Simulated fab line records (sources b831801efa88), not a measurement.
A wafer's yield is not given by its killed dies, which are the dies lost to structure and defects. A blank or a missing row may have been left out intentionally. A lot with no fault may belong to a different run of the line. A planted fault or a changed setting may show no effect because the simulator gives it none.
Comparing a struck lot with a sound one + flow gf180mcu + 16 steps out of a route of 602
Sound: wafers L447.3, L447.5, L447.6. Struck: wafers L456.3, L456.6. (L456.2 of the same lot was not struck and is left out.) The cause comes at the end.
For every step that has rows: the tool of each side, followed by ch and its chambers, followed by its first start. Under that, the readings that differ: sound wafers + struck wafers + difference of the means + sigmas: that difference in standard deviations of wafers without a fault.
alike: same words and numbers on both sides, and readings whose means sit less than 2 such deviations apart. not compared: any withheld reading, any reading some wafer has no value for, any bound like >300 that may hide the same value, and any number with overlapping values for which the record gives no deviation.
The two part at a step that has a row with sigmas, a row that says differs or no value, or rows on one side only. Numbers that have no deviation but don't overlap get no sigmas and don't part them. A reading missing from all wafers of one side parts the sides only when that side holds two or more wafers.

first, 1 step without rows for these wafers: GF_STI_DEVELOP_11 (develop time 60 s).
GF_STI_CD_MEAS_12: target cd 220 nm.
  sound on cdSem-02, day 3 08:32; struck on cdSem-02, day 5 09:10
  alike: cdNm
GF_STI_ETCH_13: etches the open film in CHF3/O2, stops on Si, target depth 282.31 nm, time 112.9 s.
  sound on rieDiel-04 ch 1,3, day 3 08:37; struck on rieDiel-02 ch 1,2, day 5 09:16
  alike: biasW, drypumpMotorCurrentA, oesProductAu, throttleValvePct
  not compared: rfHoursCounterH
GF_STI_ETCH_14: etches Si in HBr/Cl2/O2, target depth 360 nm, time 102.9 s.
  sound on rieSi-02 ch 0,1, day 3 08:42; struck on rieSi-01 ch 1,3, day 5 09:21
  alike: biasW, drypumpMotorCurrentA, mfcCl2Sccm, oesProductAu, throttleValvePct
  not compared: rfHoursCounterH
GF_STI_STRIP_15: strips in O2/N2.
  sound on plasmaAsher-04 ch 0,1, day 3 08:49; struck on plasmaAsher-04 ch 0,1, day 5 09:25
  alike: drypumpMotorCurrentA, heaterPowerW, oesProductAu, stripTimeToEndpointS
  not compared: rfHoursCounterH
then, 6 steps without rows for these wafers: GF_STI_CLEAN_16 (cleans in dHF, time 25 s); GF_STI_WET_ETCH_17 (etches Si3N4 in H3PO4, target depth 45 nm, time 514 s); GF_STI_CLEAN_18 (cleans in SC1/SC2, time 150 s); GF_STI_CLEAN_19 (cleans in dHF, time 20 s); GF_STI_WET_ETCH_20 (etches SiO2 in dHF, target depth 20 nm, time 400 s); GF_STI_OXIDATION_21 (stabilise 600 s, purge 300 s, target thk 15 nm).
GF_STI_THK_MEAS_22:
  sound on filmMetro-03, day 3 11:04; struck on filmMetro-04, day 5 11:15
  alike: STI_OXIDATION_01_THK
GF_STI_CVD_23: deposits SiO2, target thk 650 nm, time 108.3 s.
  sound on hdpcvd-02 ch 0,1,2, day 3 11:07; struck on hdpcvd-02 ch 0, day 5 11:18
| reading                             | sound           | struck      | difference | sigmas |
|-------------------------------------|-----------------|-------------|------------|--------|
| model.SiO2_of_STI_CVD_23.thkNm (nm) | 651.1 659.7 650 | 598.4 599.6 | -54.6      |        |
GF_STI_THK_MEAS_24:
  sound on filmMetro-01, day 3 11:12; struck on filmMetro-04, day 5 11:23
| reading             | sound       | struck  | difference | sigmas |
|---------------------|-------------|---------|------------|--------|
| STI_CVD_23_THK (nm) | 651 659 650 | 598 599 | -55        | -10    |
GF_STI_CMP_25: polishes, stops on Si3N4, t overpolish 33 s, target thk 524.6 nm.
  sound on cmp-01 ch 0,1,3, day 3 11:23; struck on cmp-02 ch 0,2, day 5 11:32
  alike: motorCurrentA, slurryFilterDpKPa, timeToEndpointS
following that, these wafers have no rows for 1 step: GF_PASSIVATION_PROBE_99.

## WHERE THEY PART
At GF_STI_THK_MEAS_24 and nowhere else, as far as this record goes. Later steps at which nothing parts them and some readings are alike: GF_STI_CMP_25.

WHY: whatever the simulator had introduced
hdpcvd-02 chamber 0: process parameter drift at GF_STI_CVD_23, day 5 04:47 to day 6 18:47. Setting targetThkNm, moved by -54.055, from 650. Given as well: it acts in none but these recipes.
